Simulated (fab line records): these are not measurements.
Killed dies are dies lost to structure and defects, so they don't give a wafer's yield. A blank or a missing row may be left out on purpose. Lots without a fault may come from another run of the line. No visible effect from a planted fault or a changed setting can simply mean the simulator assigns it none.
fab line records | flow sky130
record: lots: 6 | wafers: 18 | lastDay: 50
route steps=708 shown METAL1@446 VIA1@458
lots untouched by any fault: they come from a run of this same line in which no faults occurred
startH: hours from the record's opening day to when the first of the lot's shown wafers began | waitH: hours since the lot's step before | " repeats the value in the row above | L1.1+2: a row that stands for several wafers | - either no value or no given start | * or withheld: withheld | < > ~ a bound
route shown NAME@n: names a module that has steps shown in the file, with the first one's number in the route | usual: the fault-free wafers' mean and standard deviation | same: alike in all rows | chamber/n: place in a boat | sites: per-site readings | _std_site: how widely they spread, as a standard deviation | _edge_site: the outer-site mean with the inner-site mean subtracted | radiusMm: how far each site lies from the wafer's centre | mask NAME#n: copy n | behind: the tool/chamber that last shaped the wafer | hold: why the lot was held/for how many hours/how that ended | device: which transistor (n, p or np) failed to switch | end of line: at the end of the route, the tests of the same wafers | where a step has no rows: the recipe by itself | killed: the dies lost at the first sort to structure and to defects; this is not the yield of the wafer | map: a wafer's dies, marking killed ones x, the rest . and places with no die _
set.NAME: the setting that was run; set.NAME@STEP: the one run at that earlier step | model.NAME: the simulator's own value behind a step, which no gauge read
lots at some steps of the route; a table a step, a row a wafer
services: the hour from which a tool's chamber was out of use, counted from the record's first day as startH (under 0 if before that day), plus the number of hours and why
== steps ==
step: SKY_METAL1_EXPOSE_12
recipe: maskId: MM1 | na: 0.8 | sourceShape: annular | sigmaInner: 0.55 | sigmaOuter: 0.85 | targetCdNm: 140 | doseMj: 28
step: SKY_METAL1_PEB_13
recipe: pebTempC: withheld | pebTimeS: withheld | resist: KrF-thick
step: SKY_METAL1_DEVELOP_14
recipe: developTimeS: 60 | resist: KrF-thick | devTempC: 20.07
step: SKY_METAL1_CD_MEAS_15
recipe: targetCdNm: 140
usual: cdNm: 140.3/1.5
lot.wafer | tool     | chamber | startH | waitH | cdNm
L327.3    | cdSem-02 | -       | 771.39 | -     | 142.1
L327.4    | "        | -       | "      | "     | 141.3
L327.6    | "        | -       | "      | "     | 141.6
L328.1    | cdSem-02 | -       | 780.80 | -     | 139.0
L328.5    | "        | -       | "      | "     | 140.8
L328.6    | "        | -       | "      | "     | 139.5
L338.2    | cdSem-02 | -       | 865.75 | -     | 142.4
L338.3    | "        | -       | "      | "     | 141.8
L338.5    | "        | -       | "      | "     | 141.3
L339.2    | cdSem-02 | -       | 868.37 | -     | 139.9
L339.4    | "        | -       | "      | "     | 139.7
L339.6    | "        | -       | "      | "     | 140.6
L343.2    | cdSem-02 | -       | 899.70 | -     | 137.6
L343.3    | "        | -       | "      | "     | 137.5
L343.6    | "        | -       | "      | "     | 138.9
L350.1    | cdSem-02 | -       | 937.43 | -     | 141.6
L350.5    | "        | -       | "      | "     | 142.1
L350.6    | "        | -       | "      | "     | 142.7
step: SKY_METAL1_OVL_MEAS_16
usual: METAL1_OVL: 3/5.6
lot.wafer | tool       | chamber | startH | waitH | METAL1_OVL[nm]
L327.3    | overlay-01 | -       | 771.48 | 0.1   | -2
L327.4    | "          | -       | "      | "     | 11
L327.6    | "          | -       | "      | "     | 12
L328.1    | overlay-01 | -       | 780.92 | 0.1   | 1
L328.5    | "          | -       | "      | "     | -12
L328.6    | "          | -       | "      | "     | 2
L338.2    | overlay-02 | -       | 865.86 | 0.1   | -1
L338.3    | "          | -       | "      | "     | 7
L338.5    | "          | -       | "      | "     | 2
L339.2    | overlay-02 | -       | 868.47 | 0.1   | 1
L339.4    | "          | -       | "      | "     | 0
L339.6    | "          | -       | "      | "     | -1
L343.2    | overlay-01 | -       | 899.81 | 0.1   | 7
L343.3    | "          | -       | "      | "     | -6
L343.6    | "          | -       | "      | "     | 9
L350.1    | overlay-01 | -       | 937.55 | 0.1   | -2
L350.5    | "          | -       | "      | "     | 7
L350.6    | "          | -       | "      | "     | 5
step: SKY_METAL1_DESCUM_17
recipe: chemistry: O2 | sourcePowerW: 150 | biasPowerW: 0 | pressureMtorr: 10 | tempC: 40 | timeS: 8
usual: drypumpMotorCurrentA: 5.99/0.29 | oesProductAu: 1.001/0.011
lot.wafer | tool        | chamber | startH | waitH | drypumpMotorCurrentA | oesProductAu | rfHoursCounterH
L327.3    | rieMetal-01 | 0       | 771.51 | 0.0   | 5.98                 | 1.007        | -
L327.4    | "           | 1       | "      | "     | 5.93                 | 0.998        | -
L327.6    | "           | 1       | "      | "     | 5.95                 | 1.009        | -
L328.1    | rieMetal-02 | 0       | 780.95 | 0.0   | 6.59                 | 0.999        | 15
L328.5    | "           | 1       | "      | "     | 5.79                 | 1.001        | -
L328.6    | "           | 0       | "      | "     | 6.60                 | 0.996        | -
L338.2    | rieMetal-01 | 0       | 865.90 | 0.0   | 6.01                 | 1.004        | -
L338.3    | "           | 0       | "      | "     | 6.01                 | 1.002        | -
L338.5    | "           | 0       | "      | "     | 6.01                 | 1.001        | -
L339.2    | rieMetal-01 | 0       | 868.51 | 0.0   | 5.99                 | 1.006        | -
L339.4    | "           | 0       | "      | "     | 6.01                 | 1.007        | -
L339.6    | "           | 0       | "      | "     | 5.99                 | 1.012        | -
L343.2    | rieMetal-03 | 0       | 899.84 | 0.0   | 5.56                 | 0.982        | 3
L343.3    | "           | 1       | "      | "     | 6.15                 | 0.994        | -
L343.6    | "           | 0       | "      | "     | 5.60                 | 0.991        | -
L350.1    | rieMetal-01 | 0       | 937.58 | 0.0   | 6.01                 | 1.015        | 17
L350.5    | "           | 0       | "      | "     | 6.00                 | 1.001        | -
L350.6    | "           | 1       | "      | "     | 6.00                 | 1.011        | -
step: SKY_METAL1_ETCH_18
recipe: chemistry: N2/H2 | target: BARC | ionEnergyEv: 200 | biasW: 100 | pressureMtorr: 30 | n2FlowSccm: 100 | h2FlowSccm: 200 | icpW: 500 | stopOn: SiO2 | timeS: 45.9 | targetDepthA: 600
usual: drypumpMotorCurrentA: 6.00/0.29 | oesProductAu: 0.855/0.0051 | throttleValvePct: 13.227/0.009
lot.wafer | tool        | chamber | startH | waitH | drypumpMotorCurrentA | oesProductAu | rfHoursCounterH | throttleValvePct
L327.3    | rieMetal-01 | 0       | 771.55 | 0.0   | 5.99                 | 0.859        | -               | 13.216
L327.4    | "           | 1       | "      | "     | 5.99                 | 0.861        | -               | 13.233
L327.6    | "           | 1       | "      | "     | 6.00                 | 0.863        | -               | 13.230
L328.1    | rieMetal-02 | 0       | 780.98 | 0.0   | 6.58                 | 0.856        | 16              | 13.233
L328.5    | "           | 1       | "      | "     | 5.78                 | 0.859        | -               | 13.224
L328.6    | "           | 0       | "      | "     | 6.59                 | 0.857        | -               | 13.229
L338.2    | rieMetal-01 | 0       | 865.97 | 0.1   | 6.02                 | 0.856        | -               | 13.220
L338.3    | "           | 0       | "      | "     | 6.00                 | 0.853        | -               | 13.239
L338.5    | "           | 0       | "      | "     | 6.01                 | 0.859        | -               | 13.234
L339.2    | rieMetal-01 | 0       | 868.59 | 0.1   | 6.05                 | 0.854        | -               | 13.212
L339.4    | "           | 0       | "      | "     | 6.02                 | 0.852        | -               | 13.207
L339.6    | "           | 0       | "      | "     | 6.01                 | 0.854        | -               | 13.243
L343.2    | rieMetal-03 | 0       | 899.87 | 0.0   | 5.63                 | 0.854        | 3               | 13.221
L343.3    | "           | 1       | "      | "     | 6.18                 | 0.861        | -               | 13.224
L343.6    | "           | 0       | "      | "     | 5.67                 | 0.850        | -               | 13.219
L350.1    | rieMetal-01 | 0       | 937.62 | 0.0   | 6.00                 | 0.859        | 17              | 13.228
L350.5    | "           | 0       | "      | "     | 5.99                 | 0.851        | -               | 13.224
L350.6    | "           | 1       | "      | "     | 5.99                 | 0.853        | -               | 13.208
step: SKY_METAL1_METAL_ETCH_19
recipe: targetDepthA: 3600 | stopOn: SiO2 | overEtchFrac: 0.3 | timeS: 78 | chemistry: Cl2/BCl3 | resistSidewallDeg: 88 | pressureMtorr: 10 | icpW: 900 | biasW: 48.5 | Cl2_flow_sccm: 60 | bcl3FlowSccm: 30
usual: bcl3FlowSccm: 29.98/0.091 | drypumpMotorCurrentA: 6.00/0.29 | oesProductAu: 0.852/0.0075 | throttleValvePct: 22.266/0.0088
lot.wafer | tool        | chamber | startH | waitH | bcl3FlowSccm | drypumpMotorCurrentA | oesProductAu | rfHoursCounterH | throttleValvePct
L327.3    | rieMetal-01 | 0       | 771.63 | 0.1   | 30.01        | 6.00                 | 0.857        | -               | 22.264
L327.4    | "           | 1       | "      | "     | 29.99        | 5.94                 | 0.857        | -               | 22.267
L327.6    | "           | 1       | "      | "     | 29.91        | 5.97                 | 0.852        | -               | 22.267
L328.1    | rieMetal-02 | 0       | 781.05 | 0.0   | 30.07        | 6.60                 | 0.845        | 16              | 22.268
L328.5    | "           | 1       | "      | "     | 29.98        | 5.79                 | 0.854        | -               | 22.275
L328.6    | "           | 0       | "      | "     | 30.04        | 6.61                 | 0.850        | -               | 22.265
L338.2    | rieMetal-01 | 0       | 866.11 | 0.1   | 29.97        | 6.02                 | 0.854        | -               | 22.251
L338.3    | "           | 0       | "      | "     | 29.93        | 6.00                 | 0.855        | -               | 22.268
L338.5    | "           | 0       | "      | "     | 29.98        | 6.02                 | 0.859        | -               | 22.250
L339.2    | rieMetal-01 | 0       | 868.72 | 0.1   | 30.00        | 6.01                 | 0.846        | -               | 22.255
L339.4    | "           | 0       | "      | "     | 29.77        | 6.01                 | 0.873        | -               | 22.275
L339.6    | "           | 0       | "      | "     | 30.08        | 6.01                 | 0.864        | -               | 22.263
L343.2    | rieMetal-03 | 0       | 899.93 | 0.0   | 29.99        | 5.66                 | 0.844        | 3               | 22.270
L343.3    | "           | 1       | "      | "     | 30.13        | 6.18                 | 0.839        | -               | 22.272
L343.6    | "           | 0       | "      | "     | 29.98        | 5.65                 | 0.851        | -               | 22.266
L350.1    | rieMetal-01 | 0       | 937.68 | 0.0   | 29.81        | 6.00                 | 0.863        | 17              | 22.270
L350.5    | "           | 0       | "      | "     | 29.84        | 6.02                 | 0.847        | -               | 22.271
L350.6    | "           | 1       | "      | "     | 30.05        | 5.97                 | 0.863        | -               | 22.266
step: SKY_METAL1_STRIP_20
recipe: chemistry: O2/N2 | powerW: 1400 | pressureMtorr: 1500 | platenTempC: withheld | o2FlowSccm: 3000 | n2FlowSccm: 300 | overashFraction: 0.5
usual: drypumpMotorCurrentA: 5.7/0.38 | oesProductAu: 0.342/0.005 | stripTimeToEndpointS: 2.70/0.052
lot.wafer | tool           | chamber | startH | waitH | drypumpMotorCurrentA | oesProductAu | rfHoursCounterH | stripTimeToEndpointS
L327.3    | plasmaAsher-03 | 1       | 771.72 | 0.1   | 6.0                  | 0.353        | -               | 2.67
L327.4    | "              | 0       | "      | "     | 5.0                  | 0.336        | -               | 2.65
L327.6    | "              | 1       | "      | "     | 6.0                  | 0.334        | -               | 2.65
L328.1    | plasmaAsher-03 | 0       | 781.14 | 0.1   | 5.1                  | 0.337        | 100             | 2.70
L328.5    | "              | 0       | "      | "     | 5.1                  | 0.340        | -               | 2.72
L328.6    | "              | 1       | "      | "     | 6.0                  | 0.339        | -               | 2.70
L338.2    | plasmaAsher-03 | 1       | 866.26 | 0.1   | 6.0                  | 0.343        | 108             | 2.69
L338.3    | "              | 1       | "      | "     | 6.0                  | 0.343        | -               | 2.66
L338.5    | "              | 1       | "      | "     | 6.0                  | 0.351        | -               | 2.71
L339.2    | plasmaAsher-04 | 1       | 868.87 | 0.1   | 5.7                  | 0.343        | 68              | 2.66
L339.4    | "              | 1       | "      | "     | 5.7                  | 0.340        | -               | 2.66
L339.6    | "              | 1       | "      | "     | 5.6                  | 0.344        | -               | 2.67
L343.2    | plasmaAsher-04 | 0       | 900.02 | 0.1   | 6.0                  | 0.342        | 72              | 2.76
L343.3    | "              | 0       | "      | "     | 6.0                  | 0.346        | -               | 2.75
L343.6    | "              | 1       | "      | "     | 5.7                  | 0.338        | -               | 2.75
L350.1    | plasmaAsher-04 | 0       | 937.77 | 0.1   | 6.0                  | 0.343        | 76              | 2.64
L350.5    | "              | 0       | "      | "     | 5.9                  | 0.341        | -               | 2.68
L350.6    | "              | 1       | "      | "     | 5.7                  | 0.335        | -               | 2.60
step: SKY_METAL1_STRIP_21
recipe: chemistry: postEtchResidueRemover | timeS: 1200 | tempC: 72.5
step: SKY_METAL1_CLEAN_22
recipe: chemistry: IPA | timeS: 180 | tempC: 25
step: SKY_METAL1_CLEAN_23
recipe: chemistry: O3/DIW | dry: n2Spin
step: SKY_VIA1_HDPCVD_00
recipe: material: SiO2 | targetThkNm: 1030 | sigmaOpenFrac: 0.3 | timeS: 171.7 | tempC: 400 | sih4FlowSccm: 60 | pressureMtorr: 6
usual: sih4FlowSccm: 60.02/0.17
lot.wafer | tool      | chamber | startH | waitH | sih4FlowSccm | model.SiO2_of_VIA1_HDPCVD_00.thkNm
L327.3    | hdpcvd-01 | 1       | 772.28 | 0.0   | 60.11        | 1035
L327.4    | "         | 0       | "      | "     | 59.94        | 1015
L327.6    | "         | 1       | "      | "     | 59.98        | 1028
L328.1    | hdpcvd-02 | 1       | 781.76 | 0.0   | 59.74        | 1028
L328.5    | "         | 1       | "      | "     | 60.11        | 1027
L328.6    | "         | 0       | "      | "     | 59.98        | 1035
L338.2    | hdpcvd-01 | 0       | 866.94 | 0.0   | 59.91        | 1030
L338.3    | "         | 2       | "      | "     | 60.10        | 1034
L338.5    | "         | 2       | "      | "     | 59.89        | 1035
L339.2    | hdpcvd-01 | 1       | 869.51 | 0.0   | 51.13        | 884.8
L339.4    | "         | 1       | "      | "     | 51.18        | 882.5
L339.6    | "         | 0       | "      | "     | 60.14        | 1047
L343.2    | hdpcvd-01 | 1       | 900.65 | 0.0   | 51.20        | 874.2
L343.3    | "         | 0       | "      | "     | 59.99        | 1038
L343.6    | "         | 0       | "      | "     | 59.80        | 1037
L350.1    | hdpcvd-02 | 0       | 938.36 | 0.0   | 60.31        | 1030
L350.5    | "         | 2       | "      | "     | 60.05        | 1014
L350.6    | "         | 0       | "      | "     | 60.13        | 1024
step: SKY_VIA1_THK_MEAS_01
recipe: reads: SiO2_of_VIA1_HDPCVD_00
usual: VIA1_HDPCVD_THK: 1030/9.2
lot.wafer | tool         | chamber | startH | waitH | VIA1_HDPCVD_THK[nm]
L327.3    | filmMetro-01 | -       | 772.41 | 0.1   | 1035
L327.4    | "            | -       | "      | "     | 1016
L327.6    | "            | -       | "      | "     | 1028
L328.1    | filmMetro-03 | -       | 781.87 | 0.1   | 1028
L328.5    | "            | -       | "      | "     | 1026
L328.6    | "            | -       | "      | "     | 1034
L338.2    | filmMetro-01 | -       | 867.06 | 0.1   | 1031
L338.3    | "            | -       | "      | "     | 1035
L338.5    | "            | -       | "      | "     | 1036
L339.2    | filmMetro-04 | -       | 869.63 | 0.1   | 885
L339.4    | "            | -       | "      | "     | 883
L339.6    | "            | -       | "      | "     | 1047
L343.2    | filmMetro-04 | -       | 900.78 | 0.1   | 875
L343.3    | "            | -       | "      | "     | 1038
L343.6    | "            | -       | "      | "     | 1037
L350.1    | filmMetro-04 | -       | 938.47 | 0.1   | 1030
L350.5    | "            | -       | "      | "     | 1015
L350.6    | "            | -       | "      | "     | 1024
step: SKY_VIA1_CMP_02
recipe: material: SiO2 | downForcePsi: 4 | platenRpm: 60 | padVelocityMS: 0.94248
usual: motorCurrentA: 12.2/1.7 | retainingRingPressureFrac: 1.000/0.0048
lot.wafer | tool   | chamber | startH | waitH | motorCurrentA | retainingRingPressureFrac
L327.4    | cmp-02 | 1       | 772.50 | 0.1   | 11.0          | 0.999
L327.3    | "      | 3       | "      | "     | 14.2          | 0.999
L327.6    | "      | 1       | "      | "     | 10.4          | 1.007
L328.1    | cmp-01 | 2       | 781.93 | 0.1   | 12.4          | 1.000
L328.5    | "      | 2       | "      | "     | 13.0          | 0.997
L328.6    | "      | 3       | "      | "     | 9.3           | 1.001
L338.2    | cmp-01 | 3       | 867.17 | 0.1   | 9.4           | 1.005
L338.3    | "      | 1       | "      | "     | 11.5          | 0.991
L338.5    | "      | 3       | "      | "     | 9.4           | 0.996
L339.2    | cmp-01 | 0       | 869.73 | 0.1   | 12.5          | 1.007
L339.4    | "      | 1       | "      | "     | 11.3          | 1.007
L339.6    | "      | 3       | "      | "     | 9.4           | 0.997
L343.3    | cmp-01 | 1       | 901.02 | 0.2   | 11.0          | 1.007
L343.2    | "      | 3       | "      | "     | 9.8           | 1.012
L343.6    | "      | 0       | "      | "     | 12.9          | 0.990
L350.1    | cmp-01 | 3       | 938.58 | 0.1   | 9.5           | 1.000
L350.6    | "      | 2       | "      | "     | 13.3          | 1.001
L350.5    | "      | 3       | "      | "     | 9.7           | 0.998
== services ==
tool        | chamber | startH | hours | kind
cmp-01      | -       | 748.09 | -     | consumableReplace:conditioner
cmp-01      | -       | 748.09 | -     | consumableReplace:pad
cmp-02      | -       | 750.28 | 1.3   | repair
cmp-02      | -       | 766.02 | 1.7   | repair
cmp-02      | -       | 769.91 | 1.5   | repair
rieMetal-02 | 0       | 789.56 | 16.0  | repair
rieMetal-03 | -       | 797.70 | 2.8   | pm
rieMetal-02 | 0       | 810.45 | -     | clean
rieMetal-02 | 0       | 810.45 | 23.1  | scheduledDown
rieMetal-02 | 0       | 810.45 | 23.1  | ventCycle
hdpcvd-02   | 2       | 820.40 | 4.6   | repair
rieMetal-03 | 0       | 823.43 | -     | clean
rieMetal-03 | 0       | 823.43 | 12.8  | scheduledDown
rieMetal-03 | 0       | 823.43 | 12.8  | ventCycle
rieMetal-01 | 1       | 830.82 | 42.2  | repair
hdpcvd-01   | 1       | 842.03 | 5.4   | repair
cmp-02      | -       | 843.91 | 2.8   | repair
cmp-02      | -       | 850.45 | 2.0   | repair
hdpcvd-02   | 0       | 866.67 | 6.1   | repair
cmp-01      | -       | 877.91 | 5.3   | repair
cmp-02      | -       | 887.47 | 1.1   | repair
hdpcvd-02   | -       | 899.34 | 4.3   | pm
rieMetal-01 | 1       | 902.56 | 12.2  | repair
cmp-02      | -       | 912.26 | 4.0   | pm
== key ==
firstSign: step: SKY_VIA1_HDPCVD_00 | reading: sih4FlowSccm | direction: down | sigmas: 51 | usual: 60.02 | struck: 51.17
effect: step: SKY_VIA1_THK_MEAS_01 | reading: VIA1_HDPCVD_THK | direction: down | sigmas: 16 | usual: 1030 | struck: 881
modelEffect: step: SKY_VIA1_HDPCVD_00 | value: SiO2_of_VIA1_HDPCVD_00.thkNm | without: 1035 | struck: 880.5
metAt SKY_VIA1_HDPCVD_00
struckWafers L339.2,L339.4,L343.2
onsetBetween 772.28 869.51
fault: kind: processParameterDrift | tool: hdpcvd-01 | chamber: 1 | onsetH: 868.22 | steps: SKY_VIA1_HDPCVD_00 | channel: sih4FlowSccm | offset: -9 | shape: step | endH: 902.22 | actsIn: theseRecipesOnly | stated: 60
